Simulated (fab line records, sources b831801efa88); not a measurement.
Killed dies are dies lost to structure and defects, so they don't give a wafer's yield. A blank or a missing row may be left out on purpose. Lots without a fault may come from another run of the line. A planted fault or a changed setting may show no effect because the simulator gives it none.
Chamber matching | flow gf180mcu | GF_POLY_GATE_ETCH_13 on rie_si-01: 4 sister chambers
The step etches poly-Si in HBr/Cl2, stops on SiO2, target depth 198.5 nm, time 69.6 s. 14 wafers are shown with their chamber, then 7 later ones without.

WAFERS WITH THEIR CHAMBER
wafer  | chamber | drypump_motor_current_A (A) | run_length_s (s) | HBr_flow_sccm (sccm)
L611.1 | 0       | 5.1                         | 98.0             | 150.1
L611.3 | 1       | 5.2                         | 98.2             | 149.7
L611.6 | 1       | 5.2                         | 98.2             | 149.1
L612.2 | 3       | 5.1                         | 97.8             | 150.0
L612.4 | 2       | 6.4                         | 97.3             | 150.1
L612.6 | 1       | 5.2                         | 98.1             | 149.4
L613.2 | 3       | 5.1                         | 97.4             | 150.2
L613.4 | 0       | 5.1                         | 98.5             | 149.3
L613.6 | 2       | 6.3                         | 97.6             | 151.0
L624.4 | 3       | 5.1                         | 97.4             | 150.3
L624.5 | 1       | 5.2                         | 98.5             | 149.3
L624.6 | 2       | 6.4                         | 97.4             | 150.4
L625.1 | 0       | 5.1                         | 98.3             | 150.3
L625.3 | 2       | 6.4                         | 97.6             | 149.6

SIGNATURES (means of the wafers above)
reading                 | chamber 0 | chamber 1 | chamber 2 | chamber 3 | scatter within a chamber
drypump_motor_current_A | 5.100     | 5.200     | 6.375     | 5.100     | 0.0274
run_length_s            | 98.267    | 98.250    | 97.475    | 97.533    | 0.198
HBr_flow_sccm           | 149.900   | 149.375   | 150.275   | 150.167   | 0.427
Rule: a wafer's distance from a chamber is the root of the sum, over the readings, of the square of ((its reading less the chamber's mean) divided by the reading's scatter). The wafer belongs to the nearest chamber; if the next one is less than 2 further off, it can't be placed. The scatter: the root of (the sum of the squares of (reading less its chamber's mean) over the shown wafers, divided by (wafers less chambers)).

WAFERS WITHOUT THEIR CHAMBER
wafer  | drypump_motor_current_A (A) | run_length_s (s) | HBr_flow_sccm (sccm)
L625.4 | 5.1                         | 97.5             | 150.7
L629.2 | 6.3                         | 97.3             | 149.9
L629.3 | 5.0                         | 97.7             | 150.0
L629.6 | 6.3                         | 97.4             | 150.0
L630.1 | 6.3                         | 97.4             | 149.5
L630.2 | 5.1                         | 97.9             | 150.6
L630.5 | 5.1                         | 98.1             | 150.2

WHICH CHAMBER EACH WENT THROUGH
wafer  | from the rows above     | in truth
L625.4 | 3                       | 3
L629.2 | 2                       | 2
L629.3 | can't be placed: 3 or 0 | 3
L629.6 | 2                       | 2
L630.1 | 2                       | 2
L630.2 | can't be placed: 3 or 0 | 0
L630.5 | can't be placed: 0 or 3 | 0
Placed correctly: 4 of 7. Can't be placed from these rows: 3 (the true chamber is among the candidates in 3). Placed wrongly: 0.
